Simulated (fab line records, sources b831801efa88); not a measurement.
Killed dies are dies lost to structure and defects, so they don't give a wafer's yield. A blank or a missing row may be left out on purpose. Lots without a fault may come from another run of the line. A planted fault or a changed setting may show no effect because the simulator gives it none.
Which tool did it? | flow sfq_line | 14 lots, 40 wafers sampled, at 2 steps of a route of 325

WHAT THE GAUGES READ, wafer by wafer
SFQ_M6_RS_MEAS_938: measures by four-point-probe. Usual: M6_NB_RS 0.889 ohm/sq, standard deviation 0.0093.
lot  | measured     | on            | M6_NB_RS (ohm/sq) | flag
L429 | day 61 01:20 | film_metro-01 | 0.892 0.895 0.891 |
L430 | day 61 09:44 | film_metro-01 | 0.890 0.889 0.894 |
L431 | day 61 14:34 | film_metro-04 | 0.896 0.895 0.893 |
L432 | day 67 07:08 | film_metro-01 | 0.885 0.887 0.886 |
L433 | day 67 13:58 | film_metro-02 | 0.892 0.890 0.890 |
L435 | day 67 17:35 | film_metro-02 | 0.886 0.886 0.887 |
L443 | day 70 21:17 | film_metro-04 | 0.524 0.892       | OFF
L445 | day 71 00:50 | film_metro-01 | 0.532 0.535       | OFF
L446 | day 71 03:16 | film_metro-02 | 0.885 0.894 0.884 |
L447 | day 71 04:25 | film_metro-04 | 0.874 0.877 0.862 |
L448 | day 71 05:37 | film_metro-02 | 0.871 0.868 0.881 |
L449 | day 72 17:25 | film_metro-04 | 0.887 0.902 0.895 |
L451 | day 73 03:02 | film_metro-04 | 0.887 0.883 0.882 |
L452 | day 73 05:26 | film_metro-04 | 0.886 0.893 0.883 |

WHICH TOOL RAN EACH LOT (tool, then ch and the chambers of the sampled wafers, then the start)
lot  | SFQ_TRILAYER_M6_DEP_SPUTTER_157
L429 | pvd_sputter-06, day 61 01:15
L430 | pvd_sputter-04, day 61 09:39
L431 | pvd_sputter-04, day 61 14:27
L432 | pvd_sputter-06, day 67 07:01
L433 | pvd_sputter-05, day 67 13:53
L435 | pvd_sputter-06, day 67 17:28
L443 | pvd_sputter-06, day 70 21:10
L445 | pvd_sputter-06, day 71 00:44
L446 | pvd_sputter-05, day 71 03:08
L447 | pvd_sputter-04, day 71 04:20
L448 | pvd_sputter-05, day 71 05:32
L449 | pvd_sputter-04, day 72 17:20
L451 | pvd_sputter-06, day 73 02:56
L452 | pvd_sputter-04, day 73 05:20
- SFQ_TRILAYER_M6_DEP_SPUTTER_157: material Nb, target thk 200 nm, time 133.3 s.

WHAT THE TOOLS THEMSELVES READ (means of the sampled wafers that have a number; where no wafer has one, the mark that the record gives instead)
SFQ_TRILAYER_M6_DEP_SPUTTER_157. Usual: substrate_temp_c 20.01 C, standard deviation 0.11; throttle_valve_pct 30.1 %, standard deviation 0.91.
lot  | tool           | substrate_temp_c (C) | throttle_valve_pct (%) | flag
L429 | pvd_sputter-06 | 20.15                | 29.7                   |
L430 | pvd_sputter-04 | 20.01                | 30.2                   |
L431 | pvd_sputter-04 | 20.06                | 30.8                   |
L432 | pvd_sputter-06 | 19.85                | 30.0                   |
L433 | pvd_sputter-05 | 20.06                | 30.4                   |
L435 | pvd_sputter-06 | 20.04                | 30.0                   |
L443 | pvd_sputter-06 | 20.05                | 30.6                   |
L445 | pvd_sputter-06 | 19.94                | 30.1                   |
L446 | pvd_sputter-05 | 20.00                | 31.0                   |
L447 | pvd_sputter-04 | 20.03                | 30.5                   |
L448 | pvd_sputter-05 | 20.04                | 30.8                   |
L449 | pvd_sputter-04 | 19.95                | 30.8                   |
L451 | pvd_sputter-06 | 19.97                | 28.9                   |
L452 | pvd_sputter-04 | 19.94                | 30.3                   |

THE ANSWER, worked out from the rows above alone
Rule: a lot is off if the mean of its wafers that have a number lies more than 3 standard deviations from the usual mean. A lot without any number at a reading at which 4 lots or more have one is off too. The other lots that the step has rows for count as sound. The gauges are gone through in route order, then the tools' own readings, and for those a lot's mean is taken as printed above. The first step at which some lot is off is used, and at that step the reading that is off furthest; a lot without a number counts as furthest.
Off: L443, L445, at SFQ_M6_RS_MEAS_938 (M6_NB_RS).
A tool fits if, at a process step before that reading, it ran every lot that is off, and no sound lot after the first of them. The gauges at SFQ_M6_RS_MEAS_938 are tried like those tools. None of those tried fits.

WHAT THE SIMULATOR HAD PUT IN
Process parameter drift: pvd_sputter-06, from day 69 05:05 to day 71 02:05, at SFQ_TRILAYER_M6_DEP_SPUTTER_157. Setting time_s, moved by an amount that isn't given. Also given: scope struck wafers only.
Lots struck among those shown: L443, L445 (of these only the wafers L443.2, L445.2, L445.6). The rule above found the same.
